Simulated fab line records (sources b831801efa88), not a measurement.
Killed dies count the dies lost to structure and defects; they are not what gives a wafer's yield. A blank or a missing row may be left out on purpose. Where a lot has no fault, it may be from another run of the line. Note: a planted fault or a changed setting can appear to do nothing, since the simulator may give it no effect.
Split-lot study -- flow gf180mcu -- 23 wafers read across 5 lots, on a route 602 steps long

ON THE SPLIT
At GF_HV_LDD_COAT_14 (resist thk 1000 nm), the setting resistThkNm was moved away from the recipe's 1000 nm on 8 of the 23 wafers read, by +2.7% to +4.1%. The other wafers ran this setting at the recipe's value.

Reading taken at the split's own step.

THE READING
NOVOLAK_of_HV_LDD_COAT_14.thkNm (the simulator's own value, which no gauge read), in nm, at GF_HV_LDD_COAT_14 (resist thk 1000 nm). No usual value for it is given in the file. Average 999.3 nm, standard deviation 2.3 nm, over the 15 wafers here run with the recipe.

wafer,"tool, chamber at the split","resistThkNm as run, nm",against the recipe,"NOVOLAK_of_HV_LDD_COAT_14.thkNm, nm",against lot-mates on the recipe
L075.1,"lithoTrack-01, 0",1041,+4.1%,1042,+42.0
L075.6,"lithoTrack-01, 0",1041,+4.1%,1042,+42.0
L075.2,"lithoTrack-01, 0",1041,+4.1%,1040,+40.0
L075.4,"lithoTrack-01, 0",1000,recipe,1000,-
L075.5,"lithoTrack-01, 0",1000,recipe,1000,-
L082.1,"lithoTrack-03, 0",1027,+2.7%,1028,+28.0
L082.2,"lithoTrack-03, 0",1000,recipe,1002,-
L082.3,"lithoTrack-03, 0",1027,+2.7%,1031,+31.0
L082.4,"lithoTrack-03, 0",1000,recipe,998.1,-
L082.5,"lithoTrack-03, 0",1027,+2.7%,1025,+25.0
L083.2,"lithoTrack-03, 0",1000,recipe,1001,-
L083.3,"lithoTrack-03, 0",1000,recipe,997.9,-
L083.4,"lithoTrack-03, 0",1000,recipe,997.1,-
L084.1,"lithoTrack-03, 0",1000,recipe,999.4,-
L084.2,"lithoTrack-03, 0",1000,recipe,998.9,-
L084.3,"lithoTrack-03, 0",1000,recipe,995.4,-
L084.4,"lithoTrack-03, 0",1000,recipe,995.1,-
L084.5,"lithoTrack-03, 0",1000,recipe,998.8,-
L085.1,"lithoTrack-03, 0",1039,+3.9%,1039,+37.0
L085.2,"lithoTrack-03, 0",1000,recipe,1003,-
L085.3,"lithoTrack-03, 0",1039,+3.9%,1040,+38.0
L085.4,"lithoTrack-03, 0",1000,recipe,1002,-
L085.6,"lithoTrack-03, 0",1000,recipe,1001,-

THE FIT
A straight line over all 23 wafers: NOVOLAK_of_HV_LDD_COAT_14.thkNm changes by +10.3 nm for each +1% of resistThkNm; r = +0.99; the points scatter about the line by 2.2 nm.
The same after taking each lot's own level away (the mean of its wafers on the recipe; 23 wafers): +9.99 nm for each +1%; r = +1.00; scatter 1.7 nm.
That fit puts the effect of the largest move of resistThkNm on the reading at 41 nm.
Measured against the standard deviation above, the lots' own levels, which go from 997.52 to 1002.00 nm, span 2.0 times it.
So the lot-to-lot level changes the slope little: the two slopes agree.
Check: with one of the wafers moved furthest among these (+4.1%) left out of the fit, the line predicts +40.8 nm for it against its lot-mates. Against them it came out at +42 nm.

THE WHOLE CHAIN: every reading that the file lists as answering this split, in the file's order
step,what it does,reading,change (the file's fit),r (the file's)
GF_HV_LDD_COAT_14,resist thk 1000 nm,"NOVOLAK_of_HV_LDD_COAT_14.thkNm (the simulator's own value, which no gauge read)",+9.91 nm for each +1% of the setting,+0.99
GF_HV_LDD_STRIP_22,strips in O2/N2,stripTimeToEndpointS,withheld for each +1% of the setting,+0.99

THE FILE'S OWN FIT
NOVOLAK_of_HV_LDD_COAT_14.thkNm changes by +9.91 nm for each +1% of resistThkNm, r = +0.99.
